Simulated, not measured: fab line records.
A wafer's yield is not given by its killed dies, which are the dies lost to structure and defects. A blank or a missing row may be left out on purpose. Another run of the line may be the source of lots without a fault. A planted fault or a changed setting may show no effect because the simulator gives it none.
Chamber matching || flow gf180mcu || 4 sister chambers for GF_V1_CMP_26 on cmp-01
The step polishes, stops on SiO2, t overpolish 15 s, target thk 0 nm. 20 wafers are shown with their chamber, then 9 later ones without.

WAFERS, EACH WITH ITS CHAMBER
{"wafer": "L452.2", "chamber": 1, "motor-current-A (A)": 10.5, "edge-zone-pressure-frac": 0.997, "head-pressure-psi (psi)": 3.509}
{"wafer": "L452.5", "chamber": 0, "motor-current-A (A)": 10.0, "edge-zone-pressure-frac": 0.998, "head-pressure-psi (psi)": 3.510}
{"wafer": "L452.6", "chamber": 1, "motor-current-A (A)": 9.9, "edge-zone-pressure-frac": 1.005, "head-pressure-psi (psi)": 3.487}
{"wafer": "L455.1", "chamber": 1, "motor-current-A (A)": 10.2, "edge-zone-pressure-frac": 1.003, "head-pressure-psi (psi)": 3.497}
{"wafer": "L455.3", "chamber": 3, "motor-current-A (A)": 12.5, "edge-zone-pressure-frac": 1.000, "head-pressure-psi (psi)": 3.509}
{"wafer": "L455.6", "chamber": 2, "motor-current-A (A)": 11.9, "edge-zone-pressure-frac": 1.007, "head-pressure-psi (psi)": 3.491}
{"wafer": "L457.1", "chamber": 3, "motor-current-A (A)": 12.1, "edge-zone-pressure-frac": 1.000, "head-pressure-psi (psi)": 3.504}
{"wafer": "L457.4", "chamber": 0, "motor-current-A (A)": 10.5, "edge-zone-pressure-frac": 1.010, "head-pressure-psi (psi)": 3.497}
{"wafer": "L458.3", "chamber": 3, "motor-current-A (A)": 12.1, "edge-zone-pressure-frac": 0.995, "head-pressure-psi (psi)": 3.494}
{"wafer": "L458.4", "chamber": 2, "motor-current-A (A)": 12.1, "edge-zone-pressure-frac": 1.002, "head-pressure-psi (psi)": 3.510}
{"wafer": "L458.6", "chamber": 2, "motor-current-A (A)": 11.7, "edge-zone-pressure-frac": 1.008, "head-pressure-psi (psi)": 3.501}
{"wafer": "L463.1", "chamber": 2, "motor-current-A (A)": 12.6, "edge-zone-pressure-frac": 1.005, "head-pressure-psi (psi)": 3.485}
{"wafer": "L463.3", "chamber": 3, "motor-current-A (A)": 12.5, "edge-zone-pressure-frac": 0.996, "head-pressure-psi (psi)": 3.503}
{"wafer": "L463.6", "chamber": 1, "motor-current-A (A)": 10.2, "edge-zone-pressure-frac": 1.003, "head-pressure-psi (psi)": 3.497}
{"wafer": "L464.1", "chamber": 3, "motor-current-A (A)": 12.7, "edge-zone-pressure-frac": 0.999, "head-pressure-psi (psi)": 3.506}
{"wafer": "L464.3", "chamber": 0, "motor-current-A (A)": 10.4, "edge-zone-pressure-frac": 0.994, "head-pressure-psi (psi)": 3.481}
{"wafer": "L464.6", "chamber": 0, "motor-current-A (A)": 10.4, "edge-zone-pressure-frac": 0.997, "head-pressure-psi (psi)": 3.497}
{"wafer": "L467.1", "chamber": 1, "motor-current-A (A)": 10.9, "edge-zone-pressure-frac": 0.996, "head-pressure-psi (psi)": 3.486}
{"wafer": "L467.5", "chamber": 0, "motor-current-A (A)": 10.1, "edge-zone-pressure-frac": 1.003, "head-pressure-psi (psi)": 3.492}
{"wafer": "L467.6", "chamber": 3, "motor-current-A (A)": 12.1, "edge-zone-pressure-frac": 1.001, "head-pressure-psi (psi)": 3.504}

SIGNATURES, as means of the wafers listed above
{"reading": "motor-current-A", "chamber 0": 10.280, "chamber 1": 10.340, "chamber 2": 12.075, "chamber 3": 12.333, "scatter within a chamber": 0.312}
{"reading": "edge-zone-pressure-frac", "chamber 0": 1.00040, "chamber 1": 1.00080, "chamber 2": 1.00550, "chamber 3": 0.99850, "scatter within a chamber": 0.00413}
{"reading": "head-pressure-psi", "chamber 0": 3.49540, "chamber 1": 3.49520, "chamber 2": 3.49675, "chamber 3": 3.50333, "scatter within a chamber": 0.00894}
Rule: a wafer's distance from a chamber is the root of the sum, over the readings, of the square of ((its reading less the chamber's mean) divided by the reading's scatter). If the next closest chamber is less than 2 further off than the closest, the wafer can't be placed; otherwise it belongs to the closest. The scatter: take each reading less its chamber's mean, square it, sum over the shown wafers, divide by the number of wafers less the number of chambers, and take the root.

WAFERS WHOSE CHAMBER IS MISSING
{"wafer": "L468.2", "motor-current-A (A)": 13.2, "edge-zone-pressure-frac": 0.993, "head-pressure-psi (psi)": 3.516}
{"wafer": "L468.4", "motor-current-A (A)": 11.8, "edge-zone-pressure-frac": 1.009, "head-pressure-psi (psi)": 3.497}
{"wafer": "L468.5", "motor-current-A (A)": 12.3, "edge-zone-pressure-frac": 1.008, "head-pressure-psi (psi)": 3.501}
{"wafer": "L469.1", "motor-current-A (A)": 11.5, "edge-zone-pressure-frac": 0.994, "head-pressure-psi (psi)": 3.508}
{"wafer": "L469.2", "motor-current-A (A)": 10.4, "edge-zone-pressure-frac": 1.000, "head-pressure-psi (psi)": 3.494}
{"wafer": "L469.6", "motor-current-A (A)": 12.2, "edge-zone-pressure-frac": 0.993, "head-pressure-psi (psi)": 3.498}
{"wafer": "L472.3", "motor-current-A (A)": 12.4, "edge-zone-pressure-frac": 0.990, "head-pressure-psi (psi)": 3.482}
{"wafer": "L472.4", "motor-current-A (A)": 12.0, "edge-zone-pressure-frac": 0.996, "head-pressure-psi (psi)": 3.492}
{"wafer": "L472.6", "motor-current-A (A)": 10.6, "edge-zone-pressure-frac": 0.998, "head-pressure-psi (psi)": 3.502}

WHICH CHAMBER EACH ONE RAN IN
{"wafer": "L468.2", "from the rows above": "can't be placed: 3 or 2", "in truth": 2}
{"wafer": "L468.4", "from the rows above": "can't be placed: 2 or 3", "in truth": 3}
{"wafer": "L468.5", "from the rows above": "can't be placed: 2 or 3", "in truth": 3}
{"wafer": "L469.1", "from the rows above": "can't be placed: 3 or 2 or 1 or 0", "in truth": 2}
{"wafer": "L469.2", "from the rows above": "can't be placed: 1 or 0", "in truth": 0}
{"wafer": "L469.6", "from the rows above": "can't be placed: 3 or 2", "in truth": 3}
{"wafer": "L472.3", "from the rows above": "can't be placed: 3 or 2", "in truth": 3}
{"wafer": "L472.4", "from the rows above": "can't be placed: 3 or 2", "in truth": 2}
{"wafer": "L472.6", "from the rows above": "can't be placed: 1 or 0", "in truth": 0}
0 of 9 placed correctly. Cannot be placed on the basis of these rows: 9; the candidates contain the true chamber in 9. Placed wrongly: 0.
